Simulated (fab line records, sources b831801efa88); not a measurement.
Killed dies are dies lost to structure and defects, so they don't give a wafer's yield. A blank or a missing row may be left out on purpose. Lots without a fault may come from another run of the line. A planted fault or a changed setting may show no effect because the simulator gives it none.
Problem report in the 8D (eight disciplines) form, filled by code | flow gf180mcu | the parts of the form that need people (team, actions taken, sign-off) are left out

1. THE PROBLEM
end_station_pressure_torr at GF_HV_LDD_IMPLANT_21 reads a mean of 3.72e-05 Torr on 6 wafers of 2 lots; wafers without a fault read 5.22e-06 Torr with a standard deviation of 2.5e-07. That is +99 or more standard deviations from the usual mean.
First seen on wafer L915.3, day 14 23:05, on implanter-02. The record holds 18 wafers of 6 lots with a number at this step. Rule for "out", or "out of limits": more than 4 standard deviations from the usual mean. The other wafers with a number count as sound.

2. WHAT IT IS AND WHAT IT IS NOT
question                    | is                        | is not
which readings at this step | end_station_pressure_torr | -
which lots                  | L915, L916                | L907, L909, L920, L923
which wafers of those lots  | all that have a number    | -
read on which tools         | implanter-02              | implanter-01, implanter-04
when                        | from day 14 23:05         | up to then (6 sound wafers); but 6 sound wafers of L920, L923 came after

3. SUSPECTS, AND WHAT RULES EACH OUT
Counting: a tool at a process step up to the reading stays a suspect if it ran every lot that is out and no sound lot after the first of them.
- implanter-02 at GF_HV_LDD_IMPLANT_21: kept. It ran every lot that is out, first L915 (day 14 23:05), and no sound lot after that; its last sound lot up to then is L909 (day 13 04:31). Its own readings are out on those wafers: end_station_pressure_torr.
Left after counting: implanter-02 at GF_HV_LDD_IMPLANT_21.

4. THE CAUSE (what the simulator had put in)
Process parameter drift: implanter-02, from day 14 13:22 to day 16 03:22, at GF_HV_LDD_IMPLANT_21. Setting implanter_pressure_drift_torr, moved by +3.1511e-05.
Process parameter drift: implanter-02, from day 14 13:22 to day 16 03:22, at GF_HV_LDD_IMPLANT_21. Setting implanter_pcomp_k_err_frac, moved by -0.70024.
Counting left only this tool.

5. THE CHAIN OF EFFECTS, in route order
Each row: a reading whose mean over the struck wafers that have a number lies more than 3 standard deviations from the usual. Only readings for which the record gives a usual standard deviation are gone through. hours: the time from each lot's start at the first step in this table that gives one to its start at this step, as a median over the lots. sigmas: the change in usual standard deviations.
hours | step                 | reading                   | usual         | on struck wafers | change    | sigmas
0     | GF_HV_LDD_IMPLANT_21 | end_station_pressure_torr | 5.22e-06 Torr | 3.72e-05         | +3.20e-05 | +99 or more
The process steps in it:
- GF_HV_LDD_IMPLANT_21

6. WHAT WOULD HAVE CAUGHT IT SOONER
In this record the first reading out of limits was taken at day 14 23:05, 10 hours after the fault began at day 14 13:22.
